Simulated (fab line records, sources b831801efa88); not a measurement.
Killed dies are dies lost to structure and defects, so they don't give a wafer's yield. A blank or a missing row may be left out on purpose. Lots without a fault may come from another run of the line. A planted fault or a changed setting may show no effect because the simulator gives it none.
Problem report in the 8D (eight disciplines) form, filled by code | flow sky130 | the parts of the form that need people (team, actions taken, sign-off) are left out

1. THE PROBLEM
run_length_s at SKY_VIA2_SOFTBAKE_08 reads a mean of 124.88 s on 3 wafers of 3 lots; wafers without a fault read 119.19 s with a standard deviation of 0.19. That is +30 standard deviations from the usual mean.
The step: time 90 s.
First seen on wafer L574.2, day 39 10:00, on litho_track-01. The record holds 43 wafers of 15 lots with a number at this step. Rule for "out", or "out of limits": more than 4 standard deviations from the usual mean. The other wafers with a number count as sound.

2. WHAT IT IS AND WHAT IT IS NOT
question                    | is                     | is not
which readings at this step | run_length_s           | -
which lots                  | L574, L575, L577       | L562, L563, L565, L567, L568, L569, L570, L572, L573, L583, L584, L585
which wafers of those lots  | L574.2, L575.1, L577.2 | L574.3, L574.4, L575.3, L577.4
read on which tools         | litho_track-01         | litho_track-02, litho_track-03
when                        | from day 39 10:00      | up to then (29 sound wafers); but 11 sound wafers of L575, L577, L583, L584, L585 came after

3. SUSPECTS, AND WHAT RULES EACH OUT
Counting: a tool at a process step up to the reading stays a suspect if it ran every lot that is out. Sound lots after the first of them don't rule it out here, since some wafers of a struck lot are sound.
- litho_track-01 at SKY_VIA2_SOFTBAKE_08 (time 90 s): kept. It ran every lot that is out, first L574 (day 39 10:00); its last sound lot up to then is L573 (day 39 06:00). Its own readings are out on those wafers: run_length_s.
Left after counting: litho_track-01 at SKY_VIA2_SOFTBAKE_08.

4. THE CAUSE (what the simulator had put in)
Process parameter drift: litho_track-01, from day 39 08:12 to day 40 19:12, at SKY_VIA2_SOFTBAKE_08. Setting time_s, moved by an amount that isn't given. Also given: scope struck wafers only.
Counting left only this tool.

5. THE CHAIN OF EFFECTS, in route order
Each row: a reading whose mean over the struck wafers that have a number lies more than 3 standard deviations from the usual. Only readings for which the record gives a usual standard deviation are gone through. hours: the time from each lot's start at the first step in this table that gives one to its start at this step, as a median over the lots. sigmas: the change in usual standard deviations.
hours | step                 | reading      | usual    | on struck wafers | change | sigmas
0     | SKY_VIA2_SOFTBAKE_08 | run_length_s | 119.19 s | 124.88           | +5.69  | +30
The process steps in it:
- SKY_VIA2_SOFTBAKE_08: time 90 s.

6. WHAT WOULD HAVE CAUGHT IT SOONER
In this record the first reading out of limits was taken at day 39 10:00, 2 hours after the fault began at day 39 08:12.
